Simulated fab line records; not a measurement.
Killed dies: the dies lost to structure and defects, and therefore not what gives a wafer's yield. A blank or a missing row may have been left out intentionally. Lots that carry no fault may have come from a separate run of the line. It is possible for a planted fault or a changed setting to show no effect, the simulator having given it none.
Which of the tools did it?    flow sfqLine    14 lots with 42 wafers sampled at 5 steps, on a route of 325 steps

## WHAT THE GAUGES READ, wafer by wafer
SFQ_M1_RS_MEAS_909: a four-point-probe measurement. Usual: M1_NB_RS 0.888 ohm/sq, standard deviation 0.0087.
lot   measured      on            M1_NB_RS (ohm/sq)  flag
L414  day 10 00:44  filmMetro-04  0.878 0.873 0.882  
L417  day 10 09:10  filmMetro-03  0.888 0.884 0.885  
L418  day 10 13:23  filmMetro-04  0.888 0.880 0.879  
L421  day 11 07:11  filmMetro-04  0.892 0.889 0.897  
L422  day 11 10:47  filmMetro-01  0.884 0.882 0.889  
L425  day 12 07:20  filmMetro-01  0.884 0.881 0.884  
L426  day 12 11:31  filmMetro-03  0.877 0.895 0.891  
L427  day 12 17:44  filmMetro-01  0.877 0.889 0.887  
L428  day 13 02:08  filmMetro-03  0.887 0.896 0.893  
L433  day 14 15:08  filmMetro-03  0.888 0.896 0.902  
L434  day 14 17:31  filmMetro-04  0.897 0.898 0.892  
L435  day 15 03:19  filmMetro-03  0.907 0.889 0.896  
L436  day 15 11:40  filmMetro-01  0.902 0.903 0.901  
L437  day 15 20:01  filmMetro-04  0.891 0.898 0.899  

SFQ_M2_RS_MEAS_914: a four-point-probe measurement. Usual: M2_NB_RS 0.896 ohm/sq, standard deviation 0.0097.
lot   measured      on            M2_NB_RS (ohm/sq)  flag
L414  day 17 19:50  filmMetro-01  0.903 0.908 0.897  
L417  day 18 09:40  filmMetro-03  0.884 0.893 0.900  
L418  day 18 17:30  filmMetro-03  0.892 0.897 0.892  
L421  day 19 19:23  filmMetro-02  0.884 0.896 0.890  
L422  day 19 21:47  filmMetro-03  0.895 0.895 0.895  
L425  day 21 12:38  filmMetro-03  0.898 0.898 0.884  
L426  day 21 17:38  filmMetro-02  0.882 0.886 0.870  
L427  day 22 01:52  filmMetro-01  0.763 0.754 0.768  OFF
L428  day 22 12:41  filmMetro-03  0.769 0.764 0.763  OFF
L433  day 25 05:30  filmMetro-01  0.896 0.898 0.897  
L434  day 25 07:53  filmMetro-03  0.885 0.893 0.890  
L435  day 25 21:51  filmMetro-02  0.908 0.898 0.904  
L436  day 26 06:26  filmMetro-03  0.919 0.897 0.914  
L437  day 26 17:07  filmMetro-01  0.902 0.904 0.896  

SFQ_M2_OVL_MEAS_916. Usual: M2_OVL -1 nm, standard deviation 6.7.
lot   measured      on          M2_OVL (nm)  flag
L414  day 23 04:49  overlay-01  -4 -9 -7     
L417  day 24 00:01  overlay-01  1 -3 5       
L418  day 24 08:40  overlay-01  4 4 10       
L421  day 25 18:21  overlay-02  11 4 12      
L422  day 25 19:33  overlay-01  -14 -6 -14   
L425  day 27 12:28  overlay-01  -9 -11 -20   
L426  day 27 17:17  overlay-02  -1 6 -1      
L427  day 28 04:39  overlay-02  5 2 5        
L428  day 28 17:51  overlay-02  -2 -3 -7     
L433  day 31 12:49  overlay-01  -15 -16 -14  
L434  day 31 14:01  overlay-01  7 9 12       
L435  day 32 12:49  overlay-02  -4 1 -1      
L436  day 32 23:47  overlay-02  3 4 2        
L437  day 33 11:28  overlay-02  2 2 7        

## EACH LOT AND THE TOOL THAT RAN IT (in order: tool; ch and the chambers of the sampled wafers; start)
lot   SFQ_TRILAYER_I0_DEP_PECVD_027    SFQ_TRILAYER_M2_DEP_SPUTTER_055
L414  pecvd-01 ch 1,2, day 6 11:07     pvdSputter-06, day 17 19:44
L417  pecvd-01 ch 0,2, day 6 20:43     pvdSputter-05, day 18 09:32
L418  pecvd-02 ch 0,1,2, day 6 21:57   pvdSputter-04, day 18 17:21
L421  pecvd-01 ch 0,1, day 7 08:43     pvdSputter-05, day 19 19:17
L422  pecvd-03 ch 1,2, day 7 13:31     pvdSputter-04, day 19 21:41
L425  pecvd-01 ch 1,2, day 8 05:05     pvdSputter-04, day 21 12:32
L426  pecvd-02 ch 0,1,2, day 8 12:17   pvdSputter-05, day 21 17:32
L427  pecvd-02 ch 1,2, day 8 17:05     pvdSputter-04, day 22 01:44
L428  pecvd-01 ch 0,1, day 9 02:41     pvdSputter-04, day 22 12:34
L433  pecvd-03 ch 0,1, day 10 10:59    pvdSputter-06, day 25 05:23
L434  pecvd-01 ch 1,2, day 10 11:24    pvdSputter-05, day 25 07:47
L435  pecvd-01 ch 1,2, day 10 22:12    pvdSputter-06, day 25 21:44
L436  pecvd-03 ch 0,1,2, day 11 05:24  pvdSputter-04, day 26 06:19
L437  pecvd-02 ch 0,2, day 11 12:09    pvdSputter-06, day 26 17:01
- SFQ_TRILAYER_I0_DEP_PECVD_027: deposits SiO2 from SiH4/N2O, time 111.11 s, target thk 500 nm.
- SFQ_TRILAYER_M2_DEP_SPUTTER_055: material Nb, target thk 200 nm, time 133.3 s.

## WHAT THE TOOLS THEMSELVES READ (means of the sampled wafers that have a number; where no wafer has one, the mark that the record gives instead)
SFQ_TRILAYER_I0_DEP_PECVD_027. Usual: heaterPowerW 96 W, standard deviation 17; rfFwdPowerW 182.3 W, standard deviation 0.54; throttleValvePct 23.8 %, standard deviation 1.3.
lot   tool      heaterPowerW (W)  rfFwdPowerW (W)  throttleValvePct (%)  flag
L414  pecvd-01  108               182.3            22.8                  
L417  pecvd-01  81                181.7            23.0                  
L418  pecvd-02  105               182.5            24.5                  
L421  pecvd-01  97                182.6            22.4                  
L422  pecvd-03  95                182.4            25.5                  
L425  pecvd-01  103               182.0            23.1                  
L426  pecvd-02  98                182.0            24.9                  
L427  pecvd-02  108               182.3            25.6                  
L428  pecvd-01  108               182.3            22.7                  
L433  pecvd-03  75                181.8            22.8                  
L434  pecvd-01  104               182.5            23.2                  
L435  pecvd-01  104               183.1            23.1                  
L436  pecvd-03  78                182.3            23.1                  
L437  pecvd-02  96                181.8            24.2                  

SFQ_TRILAYER_M2_DEP_SPUTTER_055. Usual: throttleValvePct reads 30.1 % (standard deviation 1.1).
lot   tool           throttleValvePct (%)  flag
L414  pvdSputter-06  29.3                  
L417  pvdSputter-05  29.8                  
L418  pvdSputter-04  30.4                  
L421  pvdSputter-05  30.4                  
L422  pvdSputter-04  30.4                  
L425  pvdSputter-04  30.4                  
L426  pvdSputter-05  29.8                  
L427  pvdSputter-04  30.4                  
L428  pvdSputter-04  30.1                  
L433  pvdSputter-06  28.8                  
L434  pvdSputter-05  28.8                  
L435  pvdSputter-06  30.2                  
L436  pvdSputter-04  30.4                  
L437  pvdSputter-06  29.9                  

## THE ANSWER, worked out from the rows above alone
Rule: lot off if the mean of its wafers having a number is beyond 3 standard deviations from the usual mean. Also off: a lot with no number at a reading for which 4 or more lots have one. The other lots that the step has rows for count as sound. After the gauges, taken in route order, come the tools' own readings; for these a lot's mean is taken, as printed above. At the first step where some lot is off, the reading lying furthest off is the one used; lots without a number count as furthest.
Off: L427, L428, at SFQ_M2_RS_MEAS_914 (M2_NB_RS).
A tool fits if, at a process step before that reading, it ran every lot that is off, and no sound lot after the first of them. Gauges at SFQ_M2_RS_MEAS_914: tried the same way as those tools. None of those tried fits.

## WHAT THE SIMULATOR HAD PUT IN
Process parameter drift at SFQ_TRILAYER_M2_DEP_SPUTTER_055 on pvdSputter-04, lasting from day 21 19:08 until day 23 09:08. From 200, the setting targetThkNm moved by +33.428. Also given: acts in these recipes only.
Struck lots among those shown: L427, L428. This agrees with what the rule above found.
